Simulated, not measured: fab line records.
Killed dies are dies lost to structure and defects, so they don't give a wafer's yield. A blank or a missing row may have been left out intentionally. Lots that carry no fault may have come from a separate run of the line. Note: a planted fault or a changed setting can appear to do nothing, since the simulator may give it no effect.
A lot that was struck, set against a sound lot + flow sky130 + 15 out of 708 route steps
Sound: the wafers L294.1, L294.3, L294.5. Struck: wafers L293.2, L293.3, L293.6. At the end, the cause is stated.
Order at every step that has rows: each side's tool, ch and its chambers, its first start. Under that, the readings that differ: sound wafers + struck wafers + difference of the means + sigmas: that difference in standard deviations of wafers without a fault.
alike: words and numbers the same on both sides, and readings whose means are apart by under 2 such deviations; not compared: readings that were withheld, readings missing a value for some wafer, numbers with overlapping values and no deviation given by the record, and bounds like >300 which may hide the same value.
Wherever a step has rows on one side only, a row that says differs or no value, or a row with sigmas, the two part there. Numbers that have no deviation but don't overlap get no sigmas and don't part them. Lack of a reading on every wafer of one side parts them only where that side has two or more wafers.

first, 1 step without rows for these wafers: SKY_GATE_OXIDE_OXIDATION_01 (stabilise 600 s, purge 300 s, target thk 10.268 nm).
SKY_GATE_OXIDE_THK_MEAS_02:
  sound on filmMetro-02 at day 17 08:55; struck on filmMetro-04 at day 16 23:22
  alike: GATE_OXIDE_OXIDATION_00_THK
then, 7 steps without rows for these wafers: SKY_GATE_OXIDE_DEHYDRATE_03 (time 60 s); SKY_GATE_OXIDE_HMDS_04 (prime time 60 s); SKY_GATE_OXIDE_COAT_05 (resist thk 1140 nm); SKY_GATE_OXIDE_SOFTBAKE_06 (time 60 s); SKY_GATE_OXIDE_EXPOSE_07 (exposes mask LVOM, target cd 600 nm); SKY_GATE_OXIDE_PEB_08; SKY_GATE_OXIDE_DEVELOP_09 (develop time 60 s).
SKY_GATE_OXIDE_OVL_MEAS_10:
  sound on overlay-02 at day 18 14:09; struck on overlay-02 at day 18 03:13
  alike: GATE_OXIDE_OVL
then, 2 steps without rows for these wafers: SKY_GATE_OXIDE_IMPLANT_11; SKY_GATE_OXIDE_WET_ETCH_12 (etches SiO2 in dHF, target depth 16.8 nm, time 329.8 s).
SKY_GATE_OXIDE_STRIP_13: strips in O2/N2.
  sound on plasmaAsher-04 ch 0,1, day 18 14:26; struck on plasmaAsher-03 ch 0,1, day 18 03:31
  no value came back on the struck wafers for chamberPressureMTorr (mTorr), drypumpMotorCurrentA (A), oesProductAu (a.u.), stripTimeToEndpointS (s); on the sound wafers chamberPressureMTorr (mTorr) reads 1500.6 1500.2 1499.5
| reading                                        | sound | struck         | difference | sigmas |
|------------------------------------------------|-------|----------------|------------|--------|
| model.NOVOLAK_of_GATE_OXIDE_COAT_05.thkNm (nm) | 0 0 0 | 1138 1137 1139 | +1138      |        |
  not compared: rfHoursCounterH
SKY_GATE_OXIDE_TW_MEAS_14:
  sound on filmMetro-02 at day 18 14:32; struck on filmMetro-03 at day 18 03:37
  alike: GATE_OXIDE_TW
-- here the record skips 30 days between the struck wafers' starts before and after, leaving off in module GATE_OXIDE and picking up in module PAD_OPEN (first step shown: number 708 of the route) --
SKY_PAD_OPEN_PROBE_99:
  sound on prober-02 at day 49 05:28; struck on prober-01 at day 48 15:31
| reading          | sound     | struck      | difference | sigmas      |
|------------------|-----------|-------------|------------|-------------|
| killedAtFrontEnd | 12 16 14  | 418 423 428 | +409       | +99 or more |
| killedDies       | 73 102 74 | 492 492 492 | +409       | +43         |
| killedOnRim      | 11 14 13  | 96 96 96    | +83        | +24         |
  alike: killed_at_M0_to_M3, killed_at_M4_up, killedAtContacts, killedAtOther, killedOpen, killedShort

WHERE THEY PART
First at SKY_GATE_OXIDE_STRIP_13; last, within this record, at SKY_PAD_OPEN_PROBE_99.

WHY: what the simulator had put in
Skipped step whole: plasmaAsher-03, from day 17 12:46 on, at SKY_GATE_OXIDE_STRIP_13. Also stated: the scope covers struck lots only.
